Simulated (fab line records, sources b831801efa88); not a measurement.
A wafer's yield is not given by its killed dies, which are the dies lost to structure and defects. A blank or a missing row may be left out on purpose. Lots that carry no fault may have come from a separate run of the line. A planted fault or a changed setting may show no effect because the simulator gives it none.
Code-filled problem report in 8D (eight disciplines) form | flow sky130 | the parts of the form that need people (team, actions taken, sign-off) are left out

## 1. WHAT IS WRONG
Wafers free of any fault read 209.9 (standard deviation 1.1) for VT_ADJUST_HVTR_TW at SKY_VT_ADJUST_HVTR_TW_MEAS_11, against a mean of 183.1 on 6 wafers of 2 lots. That is -24 standard deviations from the usual mean.
The first sign was on wafer L533.1 at day 13 12:30, on film-metro-01. The record has a number at this step for 33 wafers belonging to 11 lots. The rule behind "out" and "out of limits": a value lying over 4 standard deviations away from the usual mean. All remaining wafers that have a number are taken as sound.

## 2. WHAT IT IS, WHAT IT ISN'T
question                    | is                           | is not
which readings at this step | VT_ADJUST_HVTR_TW            | -
which lots                  | L533, L534                   | L521, L523, L525, L528, L537, L539, L540, L541, L543
which wafers of those lots  | all that have a number       | -
read on which gauges        | film-metro-01, film-metro-02 | film-metro-03
when                        | from day 13 12:30            | up to then (12 sound wafers); but 15 sound wafers of L537, L539, L540, L541, L543 came after

## 3. THE SUSPECTS, EACH WITH WHAT RULES IT OUT
Counting: a tool at a process step up to the reading stays a suspect if it ran every lot that is out and no sound lot after the first of them.
- ruled out: the gauge at SKY_VT_ADJUST_HVTR_TW_MEAS_11. Those wafers that are out were read across 2 gauges (film-metro-01, film-metro-02).
- implanter-02 at SKY_VT_ADJUST_HVTR_IMPLANT_09: ruled out as a lasting fault. Sound lots L543 ran on it after its first lot that is out, L533 (day 13 12:15).
Left after counting: nothing in the record.

## 4. THE CAUSE (what the simulator had put in)
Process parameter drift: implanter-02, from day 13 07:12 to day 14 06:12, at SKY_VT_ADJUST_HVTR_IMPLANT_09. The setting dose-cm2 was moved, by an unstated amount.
The count ruled it out by mistake, since the rule takes a fault to strike every lot its tool runs from the start of the fault on, and this one did not do so.

## 5. SEQUENCE OF EFFECTS, ordered by route
Rows list readings where the struck wafers' mean (over those with a number) sits beyond 3 standard deviations from the usual. Only readings whose record carries a usual standard deviation are examined. hours: median over the lots of the time between each lot's start at the first step of this table that gives one and its start at this step. sigmas: the change, counted in usual standard deviations.
hours | step                          | reading            | usual      | on struck wafers | change      | sigmas
0     | SKY_VT_ADJUST_HVTR_IMPLANT_09 | dose-ions-cm2      | 2.1003e+12 | 1.2834e+12       | -8.1687e+11 | -99 or more
0     | SKY_VT_ADJUST_HVTR_IMPLANT_09 | faraday-current-uA | 11.85      | 7.23             | -4.62       | -20
0     | SKY_VT_ADJUST_HVTR_TW_MEAS_11 | VT_ADJUST_HVTR_TW  | 209.9      | 183.1            | -26.8       | -24
It contains these process steps:
- SKY_VT_ADJUST_HVTR_IMPLANT_09
At these later measuring or inspecting steps, every struck wafer for which the step has a row has a number for every such reading, and none has moved that far: SKY_LDD_HVN_TW_MEAS_10.

## 6. WHAT WOULD HAVE CAUGHT IT SOONER
5 hours passed between the start of the fault at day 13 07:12 and the first reading out of limits at a measuring or inspecting step in this record, taken at day 13 12:30.
The tool's own readings at SKY_VT_ADJUST_HVTR_IMPLANT_09 were out on every struck wafer that the step has a row for (dose-ions-cm2, faraday-current-uA): an alarm limit on them would have fired on the first of those.
